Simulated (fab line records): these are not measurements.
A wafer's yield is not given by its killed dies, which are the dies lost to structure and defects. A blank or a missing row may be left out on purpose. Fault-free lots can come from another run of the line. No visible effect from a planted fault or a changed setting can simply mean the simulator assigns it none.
Which tool did it? -- flow gf180mcu -- 42 wafers from 14 lots sampled at 4 of the route's 602 steps

## WHAT THE GAUGES READ, wafer by wafer
GF_V4_CD_MEAS_14: target cd 260 nm. Usual: 260.1 nm for cd_nm, sd 1.2.
lot,measured,on,cd_nm (nm),flag
L153,day 24 13:05,cd_sem-02,261.8 260.4 260.5,
L155,day 25 10:20,cd_sem-01,261.3 260.2 260.7,
L156,day 25 20:32,cd_sem-02,260.1 260.1 260.2,
L158,day 26 13:39,cd_sem-01,262.1 262.3 262.7,
L160,day 27 10:02,cd_sem-01,258.7 260.8 260.4,
L162,day 28 00:52,cd_sem-01,258.5 257.6 258.8,
L167,day 29 05:53,cd_sem-02,- - -,OFF
L168,day 29 13:44,cd_sem-01,- - -,OFF
L170,day 30 00:28,cd_sem-01,259.1 257.3 258.6,
L172,day 30 13:28,cd_sem-02,261.1 261.7 261.7,
L173,day 30 19:32,cd_sem-01,258.4 259.8 259.7,
L174,day 31 03:47,cd_sem-02,258.4 260.0 259.9,
L175,day 31 08:56,cd_sem-01,261.5 263.2 261.8,
L176,day 31 11:44,cd_sem-01,260.9 262.2 261.7,

## WHAT TOOL EACH LOT RAN ON (gives the tool, then ch and the chambers of the sampled wafers, and finally the start)
lot,GF_V2_CMP_26,GF_M4_SPUTTER_01,GF_V4_EXPOSE_11
L153,"cmp-01 ch 0,1,3, day 20 09:27","pvd_sputter-03, day 22 13:10","krf_scanner-01 ch 0, day 24 01:28"
L155,"cmp-02 ch 1,2,3, day 21 10:50","pvd_sputter-03, day 23 12:54","krf_scanner-01 ch 0, day 24 23:38"
L156,"cmp-02 ch 0,1,2, day 21 21:21","pvd_sputter-03, day 23 23:19","krf_scanner-02 ch 0, day 25 10:11"
L158,"cmp-01 ch 1,2,3, day 22 17:10","pvd_sputter-02, day 24 17:38","krf_scanner-01 ch 0, day 26 03:28"
L160,"cmp-02 ch 1,3, day 23 16:06","pvd_sputter-04, day 25 14:56","krf_scanner-01 ch 0, day 26 23:36"
L162,"cmp-01 ch 0,2,3, day 24 07:28","pvd_sputter-02, day 26 06:32","krf_scanner-02 ch 0, day 27 14:58"
L167,"cmp-01 ch 0,2, day 25 16:31","pvd_sputter-04, day 27 13:29","krf_scanner-02, day 28 20:50"
L168,"cmp-01 ch 2,3, day 26 00:57","pvd_sputter-03, day 27 21:44","krf_scanner-02, day 29 04:11"
L170,"cmp-02 ch 0,2,3, day 26 12:40","pvd_sputter-04, day 28 08:38","krf_scanner-02 ch 0, day 29 15:07"
L172,"cmp-01 ch 1,2,3, day 27 00:26","pvd_sputter-04, day 28 21:32","krf_scanner-01 ch 0, day 30 03:55"
L173,"cmp-02 ch 0,1, day 27 09:57","pvd_sputter-04, day 29 03:50","krf_scanner-02 ch 0, day 30 10:06"
L174,"cmp-02 ch 0,1,2, day 27 18:13","pvd_sputter-03, day 29 12:53","krf_scanner-02 ch 0, day 30 18:34"
L175,"cmp-02 ch 0,1,3, day 28 00:28","pvd_sputter-02, day 29 18:41","krf_scanner-02 ch 0, day 31 00:10"
L176,"cmp-01 ch 2,3, day 28 03:41","pvd_sputter-03, day 29 21:02","krf_scanner-02 ch 0, day 31 02:43"
- GF_V2_CMP_26: polishes, stops on SiO2, t overpolish 15 s, target thk 0 nm.
- GF_M4_SPUTTER_01: material TiN, target thk 30 nm, time 25 s.
- GF_V4_EXPOSE_11: exposes mask Via4, target cd 260 nm.

## AS READ BY THE TOOLS THEMSELVES (means over the sampled wafers that have a number; for cases with no such wafer, the mark the record gives instead)
GF_V2_CMP_26. Usual: motor_current_A 10.5 A, standard deviation 0.68; overpolish_run_s 14.999 s, standard deviation 0.0081; time_to_endpoint_s 85 s, standard deviation 3.9.
lot,tool,motor_current_A (A),overpolish_run_s (s),time_to_endpoint_s (s),flag
L153,cmp-01,10.9,14.993,85,
L155,cmp-02,10.5,14.997,89,
L156,cmp-02,10.1,15.001,89,
L158,cmp-01,10.7,15.001,82,
L160,cmp-02,10.1,14.997,89,
L162,cmp-01,11.3,14.992,83,
L167,cmp-01,12.0,14.997,85,
L168,cmp-01,10.7,15.003,83,
L170,cmp-02,10.4,14.991,81,
L172,cmp-01,10.5,14.995,84,
L173,cmp-02,10.1,15.002,84,
L174,cmp-02,10.6,15.000,83,
L175,cmp-02,10.6,14.998,85,
L176,cmp-01,10.5,15.004,87,

GF_M4_SPUTTER_01. Usual: 29.8 % for throttle_valve_pct, sd 0.79.
lot,tool,throttle_valve_pct (%),flag
L153,pvd_sputter-03,30.7,
L155,pvd_sputter-03,30.4,
L156,pvd_sputter-03,29.7,
L158,pvd_sputter-02,29.2,
L160,pvd_sputter-04,29.9,
L162,pvd_sputter-02,28.9,
L167,pvd_sputter-04,29.9,
L168,pvd_sputter-03,29.7,
L170,pvd_sputter-04,30.1,
L172,pvd_sputter-04,29.9,
L173,pvd_sputter-04,29.9,
L174,pvd_sputter-03,29.8,
L175,pvd_sputter-02,29.3,
L176,pvd_sputter-03,29.9,

GF_V4_EXPOSE_11. Usual: exposure_dose_mJ_cm2 37.94, standard deviation 0.039; focus_offset_nm 0.0 nm, standard deviation 0.55.
lot,tool,exposure_dose_mJ_cm2,focus_offset_nm (nm),flag
L153,krf_scanner-01,37.95,-0.0,
L155,krf_scanner-01,37.98,-0.2,
L156,krf_scanner-02,37.95,-0.2,
L158,krf_scanner-01,37.92,0.6,
L160,krf_scanner-01,37.92,-0.1,
L162,krf_scanner-02,37.97,-0.6,
L167,krf_scanner-02,-,-,OFF
L168,krf_scanner-02,-,-,OFF
L170,krf_scanner-02,37.96,-0.1,
L172,krf_scanner-01,37.89,-0.1,
L173,krf_scanner-02,37.96,-0.5,
L174,krf_scanner-02,37.97,0.8,
L175,krf_scanner-02,37.93,-0.3,
L176,krf_scanner-02,37.93,0.7,

## THE ANSWER, worked out from the rows above alone
Rule: a lot counts as off when the mean over its wafers that have a number is more than 3 standard deviations away from the usual mean. A lot without any number at a reading at which 4 lots or more have one is off too. Any other lot the step has rows for is counted as sound. After the gauges, taken in route order, come the tools' own readings; for these a lot's mean is taken, as printed above. The first step at which some lot is off is used, and at that step the reading that is off furthest; a lot without a number counts as furthest.
Off at GF_V4_CD_MEAS_14 (cd_nm): L167, L168. Without a number there: L167, L168.
If a tool, at a process step before that reading, ran all the lots that are off and no sound lot after the first of them, it fits. Not tried: the gauges at GF_V4_CD_MEAS_14; whatever is off there is also off at GF_V4_EXPOSE_11, on other tools, and gauge error can't account for it. Of those tried, none fits.

## WHAT THE SIMULATOR HAD INSERTED
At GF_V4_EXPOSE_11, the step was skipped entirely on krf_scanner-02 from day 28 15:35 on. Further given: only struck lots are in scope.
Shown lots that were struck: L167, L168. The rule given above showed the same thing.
